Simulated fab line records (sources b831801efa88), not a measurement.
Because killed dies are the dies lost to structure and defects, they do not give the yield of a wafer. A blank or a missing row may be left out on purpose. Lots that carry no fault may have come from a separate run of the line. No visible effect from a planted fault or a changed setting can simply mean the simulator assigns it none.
Which tool did it? ; flow sky130 ; 39 wafers from 13 lots sampled at 4 of the route's 708 steps

WHAT EACH GAUGE READ, for each wafer
SKY_PASSIVATION_THK_MEAS_01. Usual: PASSIVATION_CVD_00_THK gives 89.7 nm (standard deviation 1.3).
lot;measured;on;PASSIVATION_CVD_00_THK (nm);flag
L472;day 43 22:26;film metro-02;89.3 91.9 91.0;
L474;day 44 19:46;film metro-01;88.2 89.5 90.7;
L476;day 45 05:51;film metro-02;90.0 92.3 93.0;
L477;day 45 14:49;film metro-04;89.4 90.3 90.2;
L478;day 45 15:51;film metro-01;88.5 90.5 91.4;
L479;day 46 01:09;film metro-02;90.0 91.0 91.2;
L484;day 47 06:09;film metro-02;91.2 92.2 92.0;
L487;day 48 02:28;film metro-02;87.2 89.2 89.4;
L488;day 48 04:53;film metro-02;88.6 89.5 90.0;
L490;day 48 16:32;film metro-02;88.4 88.0 90.1;
L491;day 48 16:52;film metro-04;88.6 88.4 89.2;
L494;day 49 05:49;film metro-02;87.8 89.4 89.3;
L495;day 49 13:14;film metro-02;87.8 88.8 90.8;

WHICH TOOL RAN EACH LOT (tool, then ch and the chambers of the sampled wafers, then the start)
lot;SKY_FIELD_ISO_WET_ETCH_29;SKY_METAL5_SPUTTER_01;SKY_PASSIVATION_CVD_00
L472;wet bench-03 ch 0, day 2 09:13;pvd sputter-01, day 42 22:47;pecvd-03 ch 0,1,2, day 43 22:25
L474;wet bench-03 ch 1, day 2 21:38;pvd sputter-01, day 43 20:53;pecvd-04 ch 0,2, day 44 19:44
L476;wet bench-03 ch 2, day 3 08:50;pvd sputter-03, day 44 06:54;pecvd-03 ch 1,2, day 45 05:49
L477;wet bench-02 ch 0, day 3 15:40;pvd sputter-02, day 44 16:21;pecvd-02 ch 0,1,2, day 45 14:47
L478;wet bench-04 ch 0, day 3 18:30;pvd sputter-02, day 44 17:00;pecvd-03 ch 0,2, day 45 15:49
L479;wet bench-03 ch 2, day 3 23:40;pvd sputter-01, day 45 03:02;pecvd-02 ch 1,2, day 46 01:07
L484;wet bench-03 ch 0, day 5 02:16;pvd sputter-03, day 46 08:49;pecvd-03 ch 0,2, day 47 06:07
L487;wet bench-04 ch 3, day 5 14:28;pvd sputter-01, day 47 05:43;pecvd-03 ch 0,1,2, day 48 02:26
L488;wet bench-02 ch 2, day 5 21:23;pvd sputter-01, day 47 08:03;pecvd-04 ch 0,2, day 48 04:50
L490;wet bench-04 ch 1, day 6 08:27;pvd sputter-01, day 47 20:35;pecvd-02 ch 1,2, day 48 16:31
L491;wet bench-04 ch 1, day 6 12:16;pvd sputter-03, day 47 21:00;pecvd-04 ch 0,2, day 48 16:50
L494;wet bench-02 ch 1, day 7 02:44;pvd sputter-03, day 48 10:40;pecvd-04 ch 0,2, day 49 05:46
L495;wet bench-02 ch 1, day 7 07:49;pvd sputter-01, day 48 18:17;pecvd-03 ch 0,1, day 49 13:12
- SKY_FIELD_ISO_WET_ETCH_29: etches Si3N4 in H3PO4, target depth 160 nm, time 1825 s.
- SKY_METAL5_SPUTTER_01: material TiN, target thk 20 nm, time 16.7 s.
- SKY_PASSIVATION_CVD_00: deposits SiO2, target thk 90 nm.

WHAT THE TOOLS THEMSELVES READ (means of the sampled wafers that have a number; where no wafer has one, the mark that the record gives instead)
SKY_METAL5_SPUTTER_01. Usual: chamber pressure pa 0.4000 Pa, standard deviation 0.00082; throttle valve pct 30.0 %, standard deviation 1.1.
lot;tool;chamber pressure pa (Pa);throttle valve pct (%);flag
L472;pvd sputter-01;0.3997;30.6;
L474;pvd sputter-01;0.3993;30.4;
L476;pvd sputter-03;0.3993;29.3;
L477;pvd sputter-02;0.3994;30.3;
L478;pvd sputter-02;0.4010;29.8;
L479;pvd sputter-01;0.3999;31.4;
L484;pvd sputter-03;0.4001;28.8;
L487;pvd sputter-01;0.4005;30.6;
L488;pvd sputter-01;0.4003;30.8;
L490;pvd sputter-01;0.3994;30.4;
L491;pvd sputter-03;0.4004;29.7;
L494;pvd sputter-03;0.4004;29.0;
L495;pvd sputter-01;0.4003;31.4;

SKY_PASSIVATION_CVD_00. Usual: 644 W for heater power w, sd 73.
lot;tool;heater power w (W);flag
L472;pecvd-03;677;
L474;pecvd-04;661;
L476;pecvd-03;677;
L477;pecvd-02;634;
L478;pecvd-03;607;
L479;pecvd-02;593;
L484;pecvd-03;598;
L487;pecvd-03;677;
L488;pecvd-04;599;
L490;pecvd-02;557;
L491;pecvd-04;589;
L494;pecvd-04;627;
L495;pecvd-03;693;

THE ANSWER, worked out from the rows above alone
Rule: a lot counts as off when the mean over its wafers that have a number is more than 3 standard deviations away from the usual mean. A lot without any number at a reading at which 4 lots or more have one is off too. The other lots that the step has rows for count as sound. First the gauges in route order, then the tools' own readings, where a lot's mean is used as printed above. At the first step where some lot is off, the reading lying furthest off is the one used; lots without a number count as furthest.
No lot is off on any of the readings shown, so nothing can be concluded from this.

WHAT WAS PUT IN BY THE SIMULATOR
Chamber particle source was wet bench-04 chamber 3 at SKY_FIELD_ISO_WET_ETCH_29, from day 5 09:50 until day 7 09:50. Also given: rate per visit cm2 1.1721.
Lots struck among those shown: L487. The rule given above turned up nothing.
